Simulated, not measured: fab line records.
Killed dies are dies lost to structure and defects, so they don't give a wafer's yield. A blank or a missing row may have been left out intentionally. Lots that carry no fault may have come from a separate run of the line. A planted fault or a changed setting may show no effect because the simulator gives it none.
One fault through the eyes of 2 desks    flow gf180mcu    every desk sees just its own numbers, and what lay behind them comes last

== TOOL OWNER'S DESK, pvd sputter-03 ==
At GF_M1_SPUTTER_04 (material TiN, target thk 50 nm, time 41.7 s) the tool's own readings: per lot run on this tool, the mean of the sampled wafers that have a number. A lot is out of limits, marked OUT, if its mean lies more than 4 standard deviations from the usual mean; the brackets give that distance.
Columns: A = chamber pressure pa at GF_M1_SPUTTER_04, usual 0.4002 Pa; B = throttle valve pct at GF_M1_SPUTTER_04, usual 29.9 %
lot   first seen here  A                 B
L268  day 18 17:01     0.4001            31.2
L269  day 19 08:34     0.4008            29.5
L270  day 19 16:40     0.4000            29.6
L271  day 19 21:05     0.4010            30.3
L272  day 20 06:31     0.3987            30.3
L273  day 20 16:15     0.4003            31.9
L278  day 22 01:14     0.3744 (-26) OUT  30.6
L279  day 22 09:14     0.3745 (-26) OUT  32.2
This desk finds L278, L279 out of limits, L278 being first, at day 22 01:14 (chamber pressure pa at GF_M1_SPUTTER_04). In limits: L268, L269, L270, L271, L272, L273.

== THE METROLOGY DESK ==
What the gauges read for every lot (on any tool): the sampled wafers with a number, averaged. A lot is out of limits, marked OUT, if its mean lies more than 4 standard deviations from the usual mean; the brackets give that distance.
Columns: A = CONTACT_CVD_00_THK at GF_CONTACT_THK_MEAS_01, usual 301 nm; B = M1_ALCU_THK at GF_M1_THK_MEAS_06, usual 445 nm
lot   first seen here  A    B
L262  day 15 12:37     302  452
L263  day 15 14:32     303  445
L265  day 16 00:38     303  443
L266  day 17 00:28     301  441
L267  day 17 06:08     301  449
L268  day 17 15:57     303  439
L269  day 18 06:46     302  441
L270  day 18 15:20     302  447
L271  day 18 19:45     298  445
L272  day 19 04:47     299  444
L273  day 19 13:55     303  450
L278  day 20 23:05     301  446
L279  day 21 07:40     302  438
L284  day 22 18:22     304  454
This desk's finding: nothing out of limits on any of the 14 lots.

== TAKEN TOGETHER ==
The tool owner's desk could have raised an alarm at day 22 01:14, on L278, L279.
At the metrology desk, nothing out of limits was observed.
The metrology desk has L278, L279 on record, within its limits.
All the named lots went through GF_M1_SPUTTER_04 on pvd sputter-03.

== WHAT THE SIMULATOR PUT IN ==
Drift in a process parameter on pvd sputter-03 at GF_M1_SPUTTER_04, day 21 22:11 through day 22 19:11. Setting chamber pressure pa, moved by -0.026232, from 0.4. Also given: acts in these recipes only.
Lots struck among those shown: L278, L279.
How many hours passed from the start of the fault until each desk's first out-of-limits reading: the tool owner's desk, 3.
